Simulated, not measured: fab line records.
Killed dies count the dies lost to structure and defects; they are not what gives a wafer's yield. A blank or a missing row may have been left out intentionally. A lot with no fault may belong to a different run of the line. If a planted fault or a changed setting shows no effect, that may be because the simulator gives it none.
fab line records + flow sky130
record:
- lots: 14
- wafers: 42
- lastDay: 50
route steps=708 shown FIELD_ISO@29 SD_P@327 LI_CONTACT@384 CONTACT@432 PAD_OPEN@708
lots that met no fault: from a run of the same line without faults
startH: hours from the record's first day to the start of the lot's first wafer shown + waitH: how many hours have passed since the lot's step before this one + " identical to the entry in the row above + L1.1+2: several wafers, shown together as one row + - value missing, or start not given + * or withheld: withheld + < > ~ a bound
route shown NAME@n: a module of which the file shows steps, and the number in the route of the first + usual: mean and standard deviation over wafers with no fault + same: alike in all rows + chamber/n: place in a boat + sites: the reading at each site + _std_site: the values' standard deviation + _edge_site: inner sites' mean taken away from outer sites' mean + radiusMm: for every site, how far away it sits from the centre of the wafer + mask NAME#n: copy n + behind: the tool/chamber that last shaped the wafer + hold: why the lot was held/for how many hours/how that ended + device: names the non-switching transistor (n, p or np) + end of line: the route-end tests of the same wafers + step lacking rows: just its recipe + killed: at the first sort, the dies lost to defects and structure; wafer yield is something else + map: dies across one wafer; x = killed, . = not, _ = none there
set.NAME: setting as actually run; set.NAME@STEP: the setting as run at that earlier step + model.NAME: the simulator's own value behind a step, which no gauge read
steps of the route over a sample of lots; a table a step, a row a wafer
== steps ==
step: SKY_FIELD_ISO_WET_ETCH_28
recipe:
- chemistry: dHF
- targetDepthNm: 23.7
- target: SiO2
- dilution: 10:1
- tempC: 25
- timeS: 47
usual:
- bathHeatDutyPct: 5.9/1.1
- runLengthS: 77/3.4
| lot.wafer | tool        | chamber | startH | waitH | bathHeatDutyPct | runLengthS |
|-----------|-------------|---------|--------|-------|-----------------|------------|
| L283.1    | wetBench-03 | 0       | 34.52  | 0.2   | 6.7             | 81         |
| L283.2    | "           | 0       | "      | "     | 5.7             | 81         |
| L283.6    | "           | 0       | "      | "     | 7.3             | 81         |
| L284.1    | wetBench-04 | 2       | 41.36  | 0.1   | 4.5             | 74         |
| L284.2    | "           | 2       | "      | "     | 3.9             | 74         |
| L284.6    | "           | 2       | "      | "     | 3.9             | 74         |
| L293.4    | wetBench-03 | 1       | 86.98  | 0.1   | -               | -          |
| L293.5    | "           | 1       | "      | "     | -               | -          |
| L293.6    | "           | 1       | "      | "     | -               | -          |
| L294.2    | wetBench-03 | 3       | 92.87  | 0.1   | -               | -          |
| L294.4    | "           | 3       | "      | "     | -               | -          |
| L294.6    | "           | 3       | "      | "     | -               | -          |
| L295.2    | wetBench-04 | 0       | 98.02  | 0.2   | 6.6             | 73         |
| L295.3    | "           | 0       | "      | "     | 6.4             | 73         |
| L295.6    | "           | 0       | "      | "     | 6.6             | 73         |
| L296.1    | wetBench-04 | 1       | 106.77 | 0.1   | 6.1             | 73         |
| L296.4    | "           | 1       | "      | "     | 6.4             | 73         |
| L296.6    | "           | 1       | "      | "     | 6.3             | 73         |
| L297.3    | wetBench-03 | 2       | 112.70 | 0.1   | 6.0             | 81         |
| L297.5    | "           | 2       | "      | "     | 5.5             | 81         |
| L297.6    | "           | 2       | "      | "     | 5.0             | 81         |
| L298.3    | wetBench-04 | 2       | 117.68 | 0.1   | 3.8             | 75         |
| L298.4    | "           | 2       | "      | "     | 4.2             | 75         |
| L298.6    | "           | 2       | "      | "     | 4.9             | 75         |
| L299.2    | wetBench-03 | 2       | 119.64 | 0.1   | 5.9             | 80         |
| L299.4    | "           | 2       | "      | "     | 6.4             | 80         |
| L299.5    | "           | 2       | "      | "     | 6.1             | 80         |
| L300.2    | wetBench-01 | 2       | 128.12 | 0.1   | 6.6             | 74         |
| L300.3    | "           | 2       | "      | "     | 6.5             | 74         |
| L300.5    | "           | 2       | "      | "     | 5.8             | 74         |
| L302.3    | wetBench-03 | 0       | 138.35 | 0.2   | 6.7             | 80         |
| L302.4    | "           | 0       | "      | "     | 7.7             | 80         |
| L302.6    | "           | 0       | "      | "     | 6.6             | 80         |
| L303.1    | wetBench-03 | 1       | 142.42 | 0.1   | 6.0             | 73         |
| L303.3    | "           | 1       | "      | "     | 5.8             | 73         |
| L303.6    | "           | 1       | "      | "     | 5.7             | 73         |
| L304.2    | wetBench-03 | 3       | 145.43 | 0.2   | 7.1             | 81         |
| L304.3    | "           | 3       | "      | "     | 6.8             | 81         |
| L304.4    | "           | 3       | "      | "     | 6.1             | 81         |
| L306.3    | wetBench-04 | 2       | 157.91 | 0.2   | 5.2             | 80         |
| L306.4    | "           | 2       | "      | "     | 3.5             | 80         |
| L306.5    | "           | 2       | "      | "     | 4.9             | 80         |
step: SKY_SD_P_CD_MEAS_07
recipe:
- targetCdNm: 380
usual:
- cdNm: 380/3.1
| lot.wafer | tool     | chamber | startH | waitH | cdNm |
|-----------|----------|---------|--------|-------|------|
| L283.1    | cdSem-02 | -       | 593.05 | 0.1   | 379  |
| L283.2    | "        | -       | "      | "     | 378  |
| L283.6    | "        | -       | "      | "     | 378  |
| L284.1    | cdSem-02 | -       | 605.20 | 0.1   | 384  |
| L284.2    | "        | -       | "      | "     | 381  |
| L284.6    | "        | -       | "      | "     | 386  |
| L293.4    | cdSem-01 | -       | 688.74 | 0.1   | 382  |
| L293.5    | "        | -       | "      | "     | 383  |
| L293.6    | "        | -       | "      | "     | 383  |
| L294.2    | cdSem-02 | -       | 704.75 | 0.1   | 378  |
| L294.4    | "        | -       | "      | "     | 379  |
| L294.6    | "        | -       | "      | "     | 380  |
| L295.2    | cdSem-02 | -       | 708.25 | 0.1   | 382  |
| L295.3    | "        | -       | "      | "     | 383  |
| L295.6    | "        | -       | "      | "     | 382  |
| L296.1    | cdSem-02 | -       | 714.68 | 0.1   | 381  |
| L296.4    | "        | -       | "      | "     | 380  |
| L296.6    | "        | -       | "      | "     | 381  |
| L297.3    | cdSem-02 | -       | 723.53 | 0.1   | 384  |
| L297.5    | "        | -       | "      | "     | 383  |
| L297.6    | "        | -       | "      | "     | 382  |
| L298.3    | cdSem-01 | -       | 729.93 | 0.1   | 381  |
| L298.4    | "        | -       | "      | "     | 380  |
| L298.6    | "        | -       | "      | "     | 384  |
| L299.2    | cdSem-02 | -       | 739.57 | 0.1   | 380  |
| L299.4    | "        | -       | "      | "     | 383  |
| L299.5    | "        | -       | "      | "     | 381  |
| L300.2    | cdSem-02 | -       | 745.31 | 0.1   | 379  |
| L300.3    | "        | -       | "      | "     | 380  |
| L300.5    | "        | -       | "      | "     | 381  |
| L302.3    | cdSem-02 | -       | 757.63 | 0.1   | 383  |
| L302.4    | "        | -       | "      | "     | 383  |
| L302.6    | "        | -       | "      | "     | 383  |
| L303.1    | cdSem-01 | -       | 765.58 | 0.1   | 376  |
| L303.3    | "        | -       | "      | "     | 374  |
| L303.6    | "        | -       | "      | "     | 374  |
| L304.2    | cdSem-02 | -       | 768.62 | 0.1   | 378  |
| L304.3    | "        | -       | "      | "     | 376  |
| L304.4    | "        | -       | "      | "     | 379  |
| L306.3    | cdSem-02 | -       | 791.78 | 0.1   | 386  |
| L306.4    | "        | -       | "      | "     | 385  |
| L306.5    | "        | -       | "      | "     | 384  |
step: SKY_LI_CONTACT_RS_MEAS_22
recipe:
- thkMeasGauge: four-point-probe
- reads: W_of_LI_CONTACT_CVD_21+TiN_of_LI_CONTACT_SPUTTER_20+Ti_of_LI_CONTACT_SPUTTER_19
usual:
- LI_CONTACT_W_RS: 0.286/0.0035
| lot.wafer | tool         | chamber | startH | waitH | LI_CONTACT_W_RS[ohm/sq] |
|-----------|--------------|---------|--------|-------|-------------------------|
| L283.1    | filmMetro-04 | -       | 682.67 | 0.1   | 0.286                   |
| L283.2    | "            | -       | "      | "     | 0.292                   |
| L283.6    | "            | -       | "      | "     | 0.287                   |
| L284.1    | filmMetro-02 | -       | 692.59 | 0.1   | 0.284                   |
| L284.2    | "            | -       | "      | "     | 0.286                   |
| L284.6    | "            | -       | "      | "     | 0.287                   |
| L293.4    | filmMetro-02 | -       | 775.03 | 0.1   | 0.284                   |
| L293.5    | "            | -       | "      | "     | 0.283                   |
| L293.6    | "            | -       | "      | "     | 0.282                   |
| L294.2    | filmMetro-02 | -       | 787.16 | 0.1   | 0.281                   |
| L294.4    | "            | -       | "      | "     | 0.280                   |
| L294.6    | "            | -       | "      | "     | 0.286                   |
| L295.2    | filmMetro-02 | -       | 790.69 | 0.1   | 0.285                   |
| L295.3    | "            | -       | "      | "     | 0.285                   |
| L295.6    | "            | -       | "      | "     | 0.285                   |
| L296.1    | filmMetro-01 | -       | 796.15 | 0.1   | 0.284                   |
| L296.4    | "            | -       | "      | "     | 0.290                   |
| L296.6    | "            | -       | "      | "     | 0.291                   |
| L297.3    | filmMetro-04 | -       | 804.56 | 0.1   | 0.286                   |
| L297.5    | "            | -       | "      | "     | 0.282                   |
| L297.6    | "            | -       | "      | "     | 0.286                   |
| L298.3    | filmMetro-02 | -       | 810.22 | 0.1   | 0.287                   |
| L298.4    | "            | -       | "      | "     | 0.290                   |
| L298.6    | "            | -       | "      | "     | 0.294                   |
| L299.2    | filmMetro-04 | -       | 818.31 | 0.1   | 0.288                   |
| L299.4    | "            | -       | "      | "     | 0.291                   |
| L299.5    | "            | -       | "      | "     | 0.288                   |
| L300.2    | filmMetro-02 | -       | 823.44 | 0.1   | 0.293                   |
| L300.3    | "            | -       | "      | "     | 0.290                   |
| L300.5    | "            | -       | "      | "     | 0.287                   |
| L302.3    | filmMetro-01 | -       | 833.96 | 0.1   | 0.282                   |
| L302.4    | "            | -       | "      | "     | 0.286                   |
| L302.6    | "            | -       | "      | "     | 0.281                   |
| L303.1    | filmMetro-01 | -       | 842.39 | 0.1   | 0.284                   |
| L303.3    | "            | -       | "      | "     | 0.284                   |
| L303.6    | "            | -       | "      | "     | 0.285                   |
| L304.2    | filmMetro-02 | -       | 846.36 | 0.1   | 0.285                   |
| L304.3    | "            | -       | "      | "     | 0.284                   |
| L304.4    | "            | -       | "      | "     | 0.288                   |
| L306.3    | filmMetro-01 | -       | 869.13 | 0.1   | 0.288                   |
| L306.4    | "            | -       | "      | "     | 0.282                   |
| L306.5    | "            | -       | "      | "     | 0.287                   |
step: SKY_CONTACT_THK_MEAS_26
recipe:
- thkMeasGauge: xrf
- reads: W_of_CONTACT_CVD_24
usual:
- CONTACT_W_THK: 346/5.2
| lot.wafer | tool         | chamber | startH | waitH | CONTACT_W_THK[nm] |
|-----------|--------------|---------|--------|-------|-------------------|
| L283.1    | filmMetro-01 | -       | 741.27 | 0.1   | 346               |
| L283.2    | "            | -       | "      | "     | 335               |
| L283.6    | "            | -       | "      | "     | 342               |
| L284.1    | filmMetro-03 | -       | 750.42 | 0.1   | 350               |
| L284.2    | "            | -       | "      | "     | 347               |
| L284.6    | "            | -       | "      | "     | 354               |
| L293.4    | filmMetro-03 | -       | 826.84 | 0.1   | 348               |
| L293.5    | "            | -       | "      | "     | 346               |
| L293.6    | "            | -       | "      | "     | 339               |
| L294.2    | filmMetro-01 | -       | 839.07 | 0.1   | 338               |
| L294.4    | "            | -       | "      | "     | 342               |
| L294.6    | "            | -       | "      | "     | 348               |
| L295.2    | filmMetro-02 | -       | 843.43 | 0.1   | 342               |
| L295.3    | "            | -       | "      | "     | 348               |
| L295.6    | "            | -       | "      | "     | 345               |
| L296.1    | filmMetro-01 | -       | 849.29 | 0.1   | 334               |
| L296.4    | "            | -       | "      | "     | 334               |
| L296.6    | "            | -       | "      | "     | 338               |
| L297.3    | filmMetro-01 | -       | 857.89 | 0.1   | 343               |
| L297.5    | "            | -       | "      | "     | 342               |
| L297.6    | "            | -       | "      | "     | 344               |
| L298.3    | filmMetro-01 | -       | 863.98 | 0.1   | 349               |
| L298.4    | "            | -       | "      | "     | 343               |
| L298.6    | "            | -       | "      | "     | 341               |
| L299.2    | filmMetro-03 | -       | 873.53 | 0.1   | 354               |
| L299.4    | "            | -       | "      | "     | 350               |
| L299.5    | "            | -       | "      | "     | 354               |
| L300.2    | filmMetro-02 | -       | 878.66 | 0.1   | 348               |
| L300.3    | "            | -       | "      | "     | 352               |
| L300.5    | "            | -       | "      | "     | 344               |
| L302.3    | filmMetro-03 | -       | 888.56 | 0.1   | 343               |
| L302.4    | "            | -       | "      | "     | 354               |
| L302.6    | "            | -       | "      | "     | 339               |
| L303.1    | filmMetro-01 | -       | 894.67 | 0.1   | 351               |
| L303.3    | "            | -       | "      | "     | 342               |
| L303.6    | "            | -       | "      | "     | 341               |
| L304.2    | filmMetro-03 | -       | 901.83 | 0.1   | 343               |
| L304.3    | "            | -       | "      | "     | 346               |
| L304.4    | "            | -       | "      | "     | 350               |
| L306.3    | filmMetro-03 | -       | 921.58 | 0.1   | 339               |
| L306.4    | "            | -       | "      | "     | 343               |
| L306.5    | "            | -       | "      | "     | 344               |
step: SKY_PAD_OPEN_PROBE_99
usual:
- killed_at_M0_to_M3: 43/7.8
- killed_at_M4_up: 3.2/1.9
- killedAtContacts: 24/5
- killedAtFrontEnd: 14/4.5
- killedAtOther: 0.2/0.41
- killedDies: 84/9.6
- killedOpen: 47/6.9
- killedShort: 38/6
same:
- grossDies: 492
- killedAtBackSide: 0
| lot.wafer | tool      | chamber | startH  | waitH | killed_at_M0_to_M3 | killed_at_M4_up | killedAtContacts | killedAtFrontEnd | killedAtOther | killedDies | killedOpen | killedShort |
|-----------|-----------|---------|---------|-------|--------------------|-----------------|------------------|------------------|---------------|------------|------------|-------------|
| L293.5    | prober-02 | -       | 1146.90 | 0.2   | 46                 | 1               | 28               | 17               | 0             | 92         | 56         | 36          |
killed by level:class
L293.5 VIA1:geometricParticle:open=16 VIA3:geometricParticle:open=9 LI_CONTACT:geometricParticle:open=8 FIELD_ISO:geometricParticle:open=7 LOCAL_INTERCONNECT:geometricParticle:short=5 CONTACT:geometricParticle:short=5 CONTACT:geometricParticle:open=5 VIA1:geometricParticle:short=5
== key ==
firstSign:
- step: SKY_FIELD_ISO_WET_ETCH_28
- reading: toolRecord
- direction: missing
effect none on later readings
metAt SKY_FIELD_ISO_WET_ETCH_28
struckLots L293,L294
testerLeftOut L293,L294
notActingAt SKY_SD_P_CD_MEAS_07,SKY_LI_CONTACT_RS_MEAS_22,SKY_CONTACT_THK_MEAS_26
onsetBetween 34.52 86.98
fault:
- kind: skippedStepWhole
- tool: wetBench-03
- chamber: -
- onsetH: 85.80
- steps: SKY_FIELD_ISO_WET_ETCH_28
- scope: struckLotsOnly
testerLeftOut: of these lots the tester's yield and bins aren't shown, on N5 and GAA mostly nor the transistor test; their killed dies are dies lost to structure and defects alone, not to doping, threshold or leakage, so they don't give the yield
